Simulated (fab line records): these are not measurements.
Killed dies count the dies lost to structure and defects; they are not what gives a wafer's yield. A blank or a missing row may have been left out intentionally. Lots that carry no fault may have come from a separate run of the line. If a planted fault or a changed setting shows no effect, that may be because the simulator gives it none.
A lot that was struck, set against a sound lot ; flow sky130 ; 31 steps out of a route of 708
Sound: these wafers, L210.1, L210.3, L210.5. Struck: wafer L209.5 (left out: L209.2, a lot-mate that was not struck); the cause follows at the end.
Each step with rows lists, per side, the tool, then ch with its chambers, then its first start. Under that, the readings that differ: sound wafers ; struck wafers ; difference of the means ; sigmas: that difference in standard deviations of wafers without a fault.
alike: words and numbers the same on both sides, and readings whose means are apart by under 2 such deviations; not compared: readings that were withheld, readings missing a value for some wafer, numbers with overlapping values and no deviation given by the record, and bounds like >300 which may hide the same value.
A row with sigmas, a row that says differs or no value, or rows on one side alone: a step with any of these is where the two part. Non-overlapping numbers with no deviation appear without sigmas and do not part them. Lack of a reading on every wafer of one side parts them only where that side has two or more wafers.

SKY_LI_CONTACT_OVL_MEAS_13:
  sound on overlay-01 at day 35 07:04; struck on overlay-02 at day 35 02:08
reading;sound;struck;difference;sigmas
LI_CONTACT_OVL (nm);-8 -11 -14;3;+14;+2
then, 1 step without rows for these wafers: SKY_LI_CONTACT_ETCH_14 (etches BARC in N2/H2, stops on SiO2, time 45.9 s, target depth 60 nm).
SKY_LI_CONTACT_ETCH_15: etches PSG in C4F8/O2/Ar, stops on Si, target depth 600 nm.
  sound on rieDiel-03 ch 1,2, day 35 07:09; struck on rieDiel-01 ch 1, day 35 02:12
  alike: oesProductAu
then, 3 steps without rows for these wafers: SKY_LI_CONTACT_STRIP_16 (strips in O2/N2); SKY_LI_CONTACT_CLEAN_17 (cleans in NMP, time 600 s); SKY_LI_CONTACT_PRE_CLEAN_18 (time 5.6 s).
SKY_LI_CONTACT_SPUTTER_19: material Ti, target thk 20 nm, time 106.37 s.
  sound on pvdSputter-04 at day 35 07:32; struck on pvdSputter-04 at day 35 02:36
  alike: substrateTempC, throttleValvePct
then, 1 step without rows for these wafers: SKY_LI_CONTACT_SPUTTER_20 (material TiN, target thk 20 nm, time 80 s).
SKY_LI_CONTACT_CVD_21: deposits W, target thk 400 nm, time 120.56 s.
  sound on cvdW-02 ch 0,1, day 35 07:40; struck on cvdW-01 ch 0, day 35 02:44
  alike: heaterPowerW
SKY_LI_CONTACT_RS_MEAS_22: measures by four-point-probe.
  sound on filmMetro-03 at day 35 07:47; struck on filmMetro-02 at day 35 02:53
  alike: LI_CONTACT_W_RS
SKY_LI_CONTACT_THK_MEAS_23: measures by xrf.
  sound on filmMetro-03 at day 35 07:55; struck on filmMetro-02 at day 35 02:59
  alike: LI_CONTACT_W_THK
then, 1 step without rows for these wafers: SKY_LI_CONTACT_CMP_24 (polishes, stops on PSG, t overpolish 20 s, target thk 0 nm).
SKY_LOCAL_INTERCONNECT_SPUTTER_00: material TiN, target thk 100 nm, time 83.3 s.
  sound on pvdSputter-01 at day 35 08:16; struck on pvdSputter-04 at day 35 03:20
reading;sound;struck;difference;sigmas
substrateTempC (C);300.09 300.09 300.07;299.64;-0.44;-2
model.TiN_of_LOCAL_INTERCONNECT_SPUTTER_00.thkNm (nm);99.39 100.5 98.87;107.7;+8.1;
  alike: throttleValvePct
SKY_LOCAL_INTERCONNECT_RS_MEAS_01: measures by four-point-probe.
  sound on filmMetro-03 at day 35 08:20; struck on filmMetro-04 at day 35 03:26
reading;sound;struck;difference;sigmas
LOCAL_INTERCONNECT_TIN_RS (ohm/sq);14.25 14.06 14.34;13.09;-1.13;-8
SKY_LOCAL_INTERCONNECT_THK_MEAS_02: measures by xrf.
  sound on filmMetro-03 at day 35 08:28; struck on filmMetro-04 at day 35 03:33
reading;sound;struck;difference;sigmas
LOCAL_INTERCONNECT_TIN_THK (nm);98.5 99.3 97.6;106.0;+7.5;+8
then, 8 steps without rows for these wafers: SKY_LOCAL_INTERCONNECT_DEHYDRATE_03 (time 60 s); SKY_LOCAL_INTERCONNECT_HMDS_04 (prime time 60 s); SKY_LOCAL_INTERCONNECT_COAT_05 (resist thk 60 nm); SKY_LOCAL_INTERCONNECT_COAT_06 (resist thk 450 nm); SKY_LOCAL_INTERCONNECT_SOFTBAKE_07 (time 90 s); SKY_LOCAL_INTERCONNECT_EXPOSE_08 (exposes mask LI1M, target cd 170 nm); SKY_LOCAL_INTERCONNECT_PEB_09; SKY_LOCAL_INTERCONNECT_DEVELOP_10 (develop time 60 s).
SKY_LOCAL_INTERCONNECT_CD_MEAS_11 targets a cd of 170 nm.
  sound on cdSem-02 at day 36 10:18; struck on cdSem-02 at day 36 05:44
  alike: cdNm
SKY_LOCAL_INTERCONNECT_OVL_MEAS_12:
  sound on overlay-02 at day 36 10:25; struck on overlay-02 at day 36 05:50
  alike: LOCAL_INTERCONNECT_OVL
SKY_LOCAL_INTERCONNECT_ETCH_13: etches BARC in N2/H2, stops on SiO2, time 45.9 s, target depth 60 nm.
  sound on rieMetal-02 ch 0,1, day 36 10:28; struck on rieMetal-02 ch 1, day 36 05:52
  alike: drypumpMotorCurrentA, heBacksideLeakSccm, oesProductAu, throttleValvePct
  not compared: rfHoursCounterH
SKY_LOCAL_INTERCONNECT_METAL_ETCH_14: etches TiN in Cl2/BCl3, stops on PSG, target depth 110 nm, time 31.4 s.
  sound on rieMetal-02 ch 0,1, day 36 10:31; struck on rieMetal-02 ch 1, day 36 05:56
reading;sound;struck;difference;sigmas
oesProductAu (a.u.);0.943 0.942 0.932;0.981;+0.042;+7
throttleValvePct (%);21.911 21.900 21.895;21.876;-0.026;-3
  alike: drypumpMotorCurrentA, heBacksideLeakSccm
  not compared: rfHoursCounterH
SKY_LOCAL_INTERCONNECT_STRIP_15: strips in O2/N2.
  sound on plasmaAsher-01 ch 0,1, day 36 10:34; struck on plasmaAsher-04 ch 0, day 36 05:59
  alike: drypumpMotorCurrentA, oesProductAu, stripTimeToEndpointS
  not compared: rfHoursCounterH
SKY_LOCAL_INTERCONNECT_STRIP_16: strips in post etch residue remover, time 1200 s.
  sound on wetBench-04 ch 1, day 36 10:40; struck on wetBench-01 ch 2, day 36 06:05
reading;sound;struck;difference;sigmas
model.TiN_of_LOCAL_INTERCONNECT_SPUTTER_00.thkNm (nm);98.97 100.1 98.45;107.2;+8.0;
then, 1 step without rows for these wafers: SKY_LOCAL_INTERCONNECT_CLEAN_17 (cleans in IPA, time 180 s).
-- the record jumps here: 14 days lie between the struck wafers' starts before and after (it left off in module LOCAL_INTERCONNECT and takes up again in module PAD_OPEN, whose first step shown is number 708 of the route) --
SKY_PAD_OPEN_PROBE_99:
  sound on prober-02 at day 50 04:07; struck on prober-01 at day 50 01:22
reading;sound;struck;difference;sigmas
killedAtContacts;36 18 28;15;-12;-2
model.etest.resLi.lineOhmUm;75.14 74.39 75.21;70.13;-4.78;
model.etest.resLi.rsOhmSq;12.9 12.78 13.01;11.95;-0.95;
  alike: killed_at_M0_to_M3, killed_at_M4_up, killedAtFrontEnd, killedAtOther, killedDies, killedOpen, killedShort

## WHERE THEY PART
First at SKY_LI_CONTACT_OVL_MEAS_13; last, within this record, at SKY_PAD_OPEN_PROBE_99.

WHY: the cause the simulator had injected
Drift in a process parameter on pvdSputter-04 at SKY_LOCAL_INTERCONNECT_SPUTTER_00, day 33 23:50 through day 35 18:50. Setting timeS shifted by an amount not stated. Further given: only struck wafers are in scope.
